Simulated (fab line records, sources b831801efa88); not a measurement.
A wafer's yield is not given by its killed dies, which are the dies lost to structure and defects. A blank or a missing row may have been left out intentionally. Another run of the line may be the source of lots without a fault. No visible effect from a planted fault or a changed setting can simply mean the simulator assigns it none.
Struck lot and sound lot, side by side :: flow gf180mcu :: 15 out of 602 route steps
Sound: the wafers L820.1, L820.2, L820.5. Struck: wafers L814.1, L814.3, L814.4. The cause is given at the end.
Each step with rows lists, per side, the tool, then ch with its chambers, then its first start. Under that, the readings that differ: sound wafers :: struck wafers :: difference of the means :: sigmas: that difference in standard deviations of wafers without a fault.
alike: a reading whose means differ by less than 2 such deviations, as well as words and numbers matching on both sides. not compared: withheld readings; readings where some wafer has no value; bounds like >300 that might hide an equal value; numbers whose values overlap and for which the record gives no deviation.
Wherever a step has rows on one side only, a row that says differs or no value, or a row with sigmas, the two part there. Numbers that have no deviation but don't overlap get no sigmas and don't part them. A reading missing from all wafers of one side parts the sides only when that side holds two or more wafers.

GF_STI_STRIP_15: strips in O2/N2.
  sound on plasma-asher-04 ch 0,1, day 5 18:37; struck on plasma-asher-03 ch 0,1, day 4 10:58
  alike: drypump-motor-current-A, heater-power-w, n2-flow-sccm, oes-product-au, strip-time-to-endpoint-s
  not compared: rf-hours-counter-h
then, 6 steps without rows for these wafers: GF_STI_CLEAN_16 (cleans in dHF, time 25 s); GF_STI_WET_ETCH_17 (etches Si3N4 in H3PO4, target depth 45 nm, time 514 s); GF_STI_CLEAN_18 (cleans in SC1/SC2, time 150 s); GF_STI_CLEAN_19 (cleans in dHF, time 20 s); GF_STI_WET_ETCH_20 (etches SiO2 in dHF, target depth 20 nm, time 400 s); GF_STI_OXIDATION_21 (stabilise 600 s, purge 300 s, target thk 15 nm).
GF_STI_THK_MEAS_22:
  sound: film-metro-01 at day 5 20:12; struck: film-metro-03 at day 4 12:33
  alike: STI_OXIDATION_01_THK
then, 1 step without rows for these wafers: GF_STI_CVD_23 (deposits SiO2, target thk 650 nm, time 108.3 s).
GF_STI_THK_MEAS_24:
  sound: film-metro-01 at day 5 20:20; struck: film-metro-03 at day 4 12:41
  alike: STI_CVD_23_THK
GF_STI_CMP_25: polishes, stops on Si3N4, t overpolish 33 s, target thk 524.6 nm.
  sound on cmp-01 ch 1,2, day 5 20:30; struck on cmp-02 ch 1,2,3, day 4 12:45
reading: time-to-endpoint-s (s)
sound: 120 127 122
struck: 111 118 111
difference: -10
sigmas: -2
  alike: motor-current-A, overpolish-run-s, platen-rpm
then, 1 step without rows for these wafers: GF_STI_WET_ETCH_26 (etches SiO2 in dHF, target depth 94 nm, time 188 s).
GF_STI_WET_ETCH_27: etches Si3N4 in H3PO4, target depth 160 nm, time 1825 s.
  sound on wet-bench-01 ch 2, day 5 20:52; struck on wet-bench-03 ch 2, day 4 13:07
reading: bath-guard-temp-C (C)
sound: 159.8 159.9 159.7
struck: 158.0 158.0 158.0
difference: -1.8
sigmas: -3

reading: temp-c (C)
sound: 159.98 159.63 160.04
struck: 157.33 157.43 157.33
difference: -2.52
sigmas: -21
then, 1 step without rows for these wafers: GF_STI_WET_ETCH_28 (etches SiO2 in dHF, target depth 20 nm, time 40 s).
GF_PASSIVATION_PROBE_99:
  sound wafers here have rows in the record (prober-01, day 34 08:47); struck ones have none

== WHERE THEY PART ==
Earliest at GF_STI_CMP_25; latest, in this record, at GF_PASSIVATION_PROBE_99.

WHY: whatever the simulator had introduced
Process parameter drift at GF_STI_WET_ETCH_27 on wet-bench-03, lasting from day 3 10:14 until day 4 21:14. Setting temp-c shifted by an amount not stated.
